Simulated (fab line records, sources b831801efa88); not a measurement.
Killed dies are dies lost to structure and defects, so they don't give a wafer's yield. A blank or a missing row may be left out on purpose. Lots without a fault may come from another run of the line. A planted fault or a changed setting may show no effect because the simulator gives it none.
Which tool did it? | flow sky130 | 11 lots, 33 wafers sampled, at 3 steps of a route of 708

WHAT THE GAUGES READ, wafer by wafer
SKY_VIA2_CD_MEAS_12: target cd 200 nm.
lot  | measured     | on        | cd_nm (nm)
L850 | day 36 09:11 | cd_sem-02 | 198.1 198.6 198.2
L851 | day 36 19:22 | cd_sem-01 | 201.5 201.8 201.0
L853 | day 37 15:59 | cd_sem-02 | 200.8 200.5 201.6
L854 | day 37 18:49 | cd_sem-01 | 200.1 197.0 196.9
L855 | day 38 00:28 | cd_sem-02 | 198.5 200.4 198.8
L856 | day 38 10:10 | cd_sem-01 | 201.8 201.6 201.0
L858 | day 39 05:04 | cd_sem-01 | 200.2 200.4 199.8
L861 | day 40 04:17 | cd_sem-01 | 200.0 198.7 199.6
L862 | day 40 07:45 | cd_sem-01 | 168.9 194.9 171.8
L863 | day 40 18:13 | cd_sem-01 | 186.6 186.4 196.0
L872 | day 43 03:05 | cd_sem-01 | 200.2 199.2 199.8

WHICH TOOL RAN EACH LOT (tool, then ch and the chambers of the sampled wafers, then the start)
lot  | SKY_METAL2_STRIP_20                  | SKY_VIA2_EXPOSE_09
L850 | plasma_asher-01 ch 0,1, day 35 06:43 | krf_scanner-02 ch 0, day 35 20:55
L851 | plasma_asher-01 ch 0,1, day 35 16:59 | krf_scanner-01 ch 0, day 36 05:50
L853 | plasma_asher-01 ch 0,1, day 36 12:18 | krf_scanner-01 ch 0, day 37 02:50
L854 | plasma_asher-03 ch 0,1, day 36 15:51 | krf_scanner-01 ch 0, day 37 05:22
L855 | plasma_asher-03 ch 0,1, day 36 21:27 | krf_scanner-01 ch 0, day 37 11:10
L856 | plasma_asher-01 ch 0,1, day 37 06:55 | krf_scanner-01 ch 0, day 37 22:10
L858 | plasma_asher-04 ch 0,1, day 38 02:45 | krf_scanner-02 ch 0, day 38 16:36
L861 | plasma_asher-03 ch 0,1, day 39 01:48 | krf_scanner-01 ch 0, day 39 15:17
L862 | plasma_asher-01 ch 0,1, day 39 05:44 | krf_scanner-02 ch 0, day 39 19:23
L863 | plasma_asher-04 ch 0,1, day 39 16:42 | krf_scanner-02 ch 0, day 40 06:28
L872 | plasma_asher-01 ch 0,1, day 42 03:15 | krf_scanner-01 ch 0, day 42 15:13
- SKY_METAL2_STRIP_20: strips in O2/N2.
- SKY_VIA2_EXPOSE_09: exposes mask VIM2, target cd 200 nm.

THE ANSWER, worked out from the rows above alone
Rule: what is usual is taken from the lots themselves. Put in order of their means at a reading, lots are off if they are a third of the lots or fewer, leave a main group of 4 or more, and stand apart from it by a gap of 3 or more times the standard deviation of the main group's means; of several such gaps the widest counts. A main group whose means are all the same, to the digits that the tables above print for the reading, isn't used. A lot without any number at a reading at which 4 lots or more have one is off too. The other lots that the step has rows for count as sound.
Off: L862, L863, at SKY_VIA2_CD_MEAS_12 (cd_nm). The main group: mean 199.9 nm, standard deviation 1.2.
A tool fits if, at a process step before that reading, it ran every lot that is off, and no sound lot after the first of them. The gauges at SKY_VIA2_CD_MEAS_12 are tried like those tools. One fits: krf_scanner-02 at SKY_VIA2_EXPOSE_09. Its last sound lot is L858 (day 38 16:36), its first lot that is off L862 (day 39 19:23): a fault that began between those two fits.

WHAT THE SIMULATOR HAD PUT IN
Process parameter drift: krf_scanner-02, from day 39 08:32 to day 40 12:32, at SKY_VIA2_EXPOSE_09. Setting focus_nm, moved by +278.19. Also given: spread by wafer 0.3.
Lots struck among those shown: L862, L863. The rule above found the same.
